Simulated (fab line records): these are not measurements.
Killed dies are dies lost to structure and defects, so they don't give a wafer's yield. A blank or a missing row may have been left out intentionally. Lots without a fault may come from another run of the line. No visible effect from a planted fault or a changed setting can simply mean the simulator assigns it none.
Comparing a struck lot with a sound one ; flow sky130 ; 35 steps out of a route of 708
Sound: wafers L584.2, L584.3, L584.6. Struck: wafers L589.3, L589.4, L589.5. The cause is named last.
Order at every step that has rows: each side's tool, ch and its chambers, its first start. Under that, the readings that differ: sound wafers ; struck wafers ; difference of the means ; sigmas: that difference in standard deviations of wafers without a fault.
alike: readings whose means differ by less than 2 such deviations, and words and numbers that are the same on both sides. not compared: withheld readings, readings that some wafer has no value for, bounds like >300 that may hide the same value, and numbers for which the record gives no deviation and whose values overlap.
Wherever a step has rows on one side only, a row that says differs or no value, or a row with sigmas, the two part there. When numbers do not overlap yet have no deviation, they are printed without sigmas and do not part them. Lack of a reading on every wafer of one side parts them only where that side has two or more wafers.

SKY_SD_P_CD_MEAS_07: the cd target is 380 nm.
  sound: cdSem-02 at day 25 22:21; struck: cdSem-01 at day 27 19:25
  alike: cdNm
SKY_SD_P_OVL_MEAS_08:
  sound: overlay-02 at day 25 22:27; struck: overlay-01 at day 27 19:31
  alike: SD_P_OVL
following that, these wafers have no rows for 1 step: SKY_SD_P_IMPLANT_09.
SKY_SD_P_STRIP_10: strips in O2/N2.
  sound on plasmaAsher-03 ch 0, day 25 22:38; struck on plasmaAsher-02 ch 0,1, day 27 19:43
  alike: drypumpMotorCurrentA, oesProductAu, stripTimeToEndpointS
  not compared: rfHoursCounterH
SKY_SD_P_TW_MEAS_11:
  sound: filmMetro-04 at day 25 22:44; struck: filmMetro-03 at day 27 19:48
reading;sound;struck;difference;sigmas
SD_P_TW;2769 2766 2757;2836 2826 2834;+68;+3
then, 7 steps without rows for these wafers: SKY_RES_XHIGH_DEHYDRATE_00 (time 60 s); SKY_RES_XHIGH_HMDS_01 (prime time 60 s); SKY_RES_XHIGH_COAT_02 (resist thk 1140 nm); SKY_RES_XHIGH_SOFTBAKE_03 (time 60 s); SKY_RES_XHIGH_EXPOSE_04 (exposes mask URPM, target cd 1270 nm); SKY_RES_XHIGH_PEB_05; SKY_RES_XHIGH_DEVELOP_06 (develop time 60 s).
SKY_RES_XHIGH_IMPLANT_07:
  sound on implanter-04 ch 0, day 27 03:51; struck on implanter-04 ch 0, day 29 00:29
reading;sound;struck;difference;sigmas
beamOnS (s);36.0 38.1 36.8;28.1 28.7 28.2;-8.6;-3
faradayCurrentUA;564 532 552;720 706 721;+166;+5
SKY_RES_XHIGH_STRIP_08: strips in O2/N2.
  sound on plasmaAsher-04 ch 0,1, day 27 03:59; struck on plasmaAsher-04 ch 0,1, day 29 00:37
reading;sound;struck;difference;sigmas
oesProductAu (a.u.);0.709 0.709 0.708;0.724 0.719 0.718;+0.012;+3
stripTimeToEndpointS (s);14.32 14.34 14.33;14.19 14.21 14.18;-0.14;-3
  alike: drypumpMotorCurrentA
  not compared: rfHoursCounterH
SKY_RES_XHIGH_TW_MEAS_09:
  sound: filmMetro-02 at day 27 04:05; struck: filmMetro-03 at day 29 00:42
reading;sound;struck;difference;sigmas
RES_XHIGH_TW;1653 1645 1651;1513 1512 1514;-137;-9
then, 7 steps without rows for these wafers: SKY_SD_N_DEHYDRATE_00 (time 60 s); SKY_SD_N_HMDS_01 (prime time 60 s); SKY_SD_N_COAT_02 (resist thk 1140 nm); SKY_SD_N_SOFTBAKE_03 (time 60 s); SKY_SD_N_EXPOSE_04 (exposes mask NSDM, target cd 380 nm); SKY_SD_N_PEB_05; SKY_SD_N_DEVELOP_06 (develop time 60 s).
SKY_SD_N_CD_MEAS_07: the cd target is 380 nm.
  sound: cdSem-01 at day 28 07:59; struck: cdSem-02 at day 30 03:53
reading;sound;struck;difference;sigmas
cdNm (nm);377.4 379.0 375.1;386.6 387.2 385.4;+9.2;+3
SKY_SD_N_OVL_MEAS_08:
  sound: overlay-01 at day 28 08:05; struck: overlay-02 at day 30 03:59
  alike: SD_N_OVL
then, 2 steps without rows for these wafers: SKY_SD_N_IMPLANT_09; SKY_SD_N_IMPLANT_10.
SKY_SD_N_STRIP_11: strips in O2/N2.
  sound on plasmaAsher-02 ch 1, day 28 08:25; struck on plasmaAsher-01 ch 0,1, day 30 04:20
  alike: drypumpMotorCurrentA, oesProductAu, stripTimeToEndpointS
  not compared: rfHoursCounterH
SKY_SD_N_TW_MEAS_12:
  sound: filmMetro-03 at day 28 08:31; struck: filmMetro-02 at day 30 04:26
  alike: SD_N_TW
then, 1 step without rows for these wafers: SKY_SD_N_CLEAN_13 (cleans in SC1/SC2, time 150 s).
SKY_SD_N_RTA_14: time 2 s.
  sound on rtpAnneal-02 ch 0, day 28 08:38; struck on rtpAnneal-01 ch 0, day 30 04:32
  alike: lampPowerPct, wafer_temp_C_max
SKY_SD_N_RS_MEAS_16: the measuring method here is four-point-probe.
  sound: filmMetro-03 at day 28 08:49; struck: filmMetro-04 at day 30 04:44
  alike: SD_N_RS
SKY_SD_N_RS_MEAS_17: the measuring method here is four-point-probe.
  sound: filmMetro-03 at day 28 08:56; struck: filmMetro-04 at day 30 04:51
  alike: SD_P_RS
SKY_SD_N_RS_MEAS_18: the measuring method here is four-point-probe.
  sound: filmMetro-03 at day 28 09:04; struck: filmMetro-04 at day 30 04:58
reading;sound;struck;difference;sigmas
RES_XHIGH_RS (ohm/sq);331.5 331.0 330.6;410.8 412.1 412.5;+80.8;+62
then, 1 step without rows for these wafers: SKY_SALICIDE_CLEAN_00 (cleans in HF-last, time 30 s).
-- the record jumps here: 17 days lie between the struck wafers' starts before and after (it left off in module SALICIDE and takes up again in module PAD_OPEN, whose first step shown is number 708 of the route) --
SKY_PAD_OPEN_PROBE_99:
  sound: prober-02 at day 46 09:04; struck: prober-01 at day 47 12:59
reading;sound;struck;difference;sigmas
model.etest.resXhighPo.lineOhmUm;5731 5739 5943;9667 9385 9525;+3721;
model.etest.resXhighPo.rsOhmSq;1992 1968 2017;3344 3246 3406;+1340;
model.etest.resXhighPo.rsOhmSqRange;50.86 60.72 86.65;164.8 188.1 154.9;+103.2;
  alike: killed_at_M0_to_M3, killed_at_M4_up, killedAtContacts, killedAtFrontEnd, killedAtOther, killedDies, killedOpen, killedShort

## WHERE THEY PART
At SKY_SD_P_TW_MEAS_11 first; at SKY_SD_N_RS_MEAS_18 last (within this record only). Later steps at which nothing parts them and some readings are alike: SKY_PAD_OPEN_PROBE_99.

WHY: what the simulator had put in
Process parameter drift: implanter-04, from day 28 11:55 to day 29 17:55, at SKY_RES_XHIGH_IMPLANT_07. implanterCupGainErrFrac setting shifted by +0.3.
